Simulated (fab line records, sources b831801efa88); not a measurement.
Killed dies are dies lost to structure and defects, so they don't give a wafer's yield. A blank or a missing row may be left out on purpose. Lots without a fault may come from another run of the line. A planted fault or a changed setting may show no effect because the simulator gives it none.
Chamber matching | flow sky130 | SKY_FIELD_ISO_WET_ETCH_30 on wet_bench-01: 3 sister chambers
The step etches SiO2 in dHF, target depth 25 nm, time 50 s. 14 wafers are shown with their chamber, then 7 later ones without.

WAFERS WITH THEIR CHAMBER
wafer  | chamber | temp_c (C) | bath_heat_duty_pct (%)
L797.1 | 0       | 25.18      | 6.5
L797.3 | 0       | 25.06      | 7.4
L797.4 | 0       | 25.10      | 6.6
L799.4 | 0       | 25.03      | 7.1
L799.5 | 0       | 24.79      | 6.5
L799.6 | 0       | 24.99      | 7.4
L803.1 | 2       | 24.96      | 6.8
L803.2 | 2       | 24.88      | 6.6
L803.5 | 2       | 25.01      | 6.9
L814.4 | 2       | 24.90      | 5.7
L814.5 | 2       | 24.93      | 6.6
L814.6 | 2       | 24.93      | 6.2
L816.2 | 3       | 25.08      | 6.4
L816.3 | 3       | 25.07      | 5.9

SIGNATURES (means of the wafers above)
reading            | chamber 0 | chamber 2 | chamber 3 | scatter within a chamber
temp_c             | 25.0250   | 24.9350   | 25.0750   | 0.0944
bath_heat_duty_pct | 6.917     | 6.467     | 6.150     | 0.433
Rule: a wafer's distance from a chamber is the root of the sum, over the readings, of the square of ((its reading less the chamber's mean) divided by the reading's scatter). The wafer belongs to the nearest chamber; if the next one is less than 2 further off, it can't be placed. The scatter: the root of (the sum of the squares of (reading less its chamber's mean) over the shown wafers, divided by (wafers less chambers)).

WAFERS WITHOUT THEIR CHAMBER
wafer  | temp_c (C) | bath_heat_duty_pct (%)
L816.6 | 25.18      | 5.5
L817.2 | 25.16      | 6.0
L817.4 | 25.09      | 6.8
L817.6 | 25.25      | 7.1
L818.1 | 25.05      | 5.7
L818.2 | 25.13      | 6.4
L818.6 | 24.95      | 6.3

WHICH CHAMBER EACH WENT THROUGH
wafer  | from the rows above          | in truth
L816.6 | can't be placed: 3 or 2 or 0 | 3
L817.2 | can't be placed: 3 or 0 or 2 | 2
L817.4 | can't be placed: 0 or 3 or 2 | 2
L817.6 | can't be placed: 0 or 3 or 2 | 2
L818.1 | can't be placed: 3 or 2 or 0 | 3
L818.2 | can't be placed: 3 or 0 or 2 | 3
L818.6 | can't be placed: 2 or 3 or 0 | 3
Placed correctly: 0 of 7. Can't be placed from these rows: 7 (the true chamber is among the candidates in 7). Placed wrongly: 0.
